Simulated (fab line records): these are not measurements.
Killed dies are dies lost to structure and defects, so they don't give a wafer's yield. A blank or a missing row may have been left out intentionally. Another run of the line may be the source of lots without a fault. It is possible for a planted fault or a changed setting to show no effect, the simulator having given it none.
Matching of chambers    flow sky130    3 sister chambers for SKY_PASSIVATION_CVD_00 on pecvd-03
The step deposits SiO2, target thk 90 nm. 14 wafers are shown with their chamber, then 7 later ones without.

== WAFERS PAIRED WITH THEIR CHAMBERS ==
wafer   chamber  heater_power_w (W)
L904.1  2        599
L904.2  0        655
L904.4  0        652
L906.1  0        648
L906.4  2        607
L906.6  1        657
L910.1  0        712
L910.2  1        630
L910.5  1        616
L918.2  1        636
L918.3  2        541
L918.5  1        642
L921.1  2        612
L921.3  2        600

SIGNATURES, as means of the wafers listed above
reading         chamber 0  chamber 1  chamber 2  scatter within a chamber
heater_power_w  666.75     636.20     591.80     25.2
Rule: for each reading, subtract the chamber's mean from the wafer's reading, divide by that reading's scatter and square the result; add these up over the readings and take the root, which gives the wafer's distance from the chamber. If the next closest chamber is less than 2 further off than the closest, the wafer can't be placed; otherwise it belongs to the closest. The scatter: take each reading less its chamber's mean, square it, sum over the shown wafers, divide by the number of wafers less the number of chambers, and take the root.

== WAFERS WITHOUT THEIR CHAMBER ==
wafer   heater_power_w (W)
L921.4  655
L923.1  636
L923.3  753
L923.6  662
L924.1  519
L924.4  640
L924.5  531

== WHICH CHAMBER EACH WENT THROUGH ==
wafer   from the rows above           in truth
L921.4  can't be placed: 0 or 1       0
L923.1  can't be placed: 1 or 0 or 2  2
L923.3  can't be placed: 0 or 1       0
L923.6  can't be placed: 0 or 1       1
L924.1  can't be placed: 2 or 1       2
L924.4  can't be placed: 1 or 0 or 2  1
L924.5  can't be placed: 2 or 1       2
Correctly placed: 0 of 7. From these rows, 7 cannot be placed; in 7 the true chamber is one of the candidates. Number placed wrongly: 0.
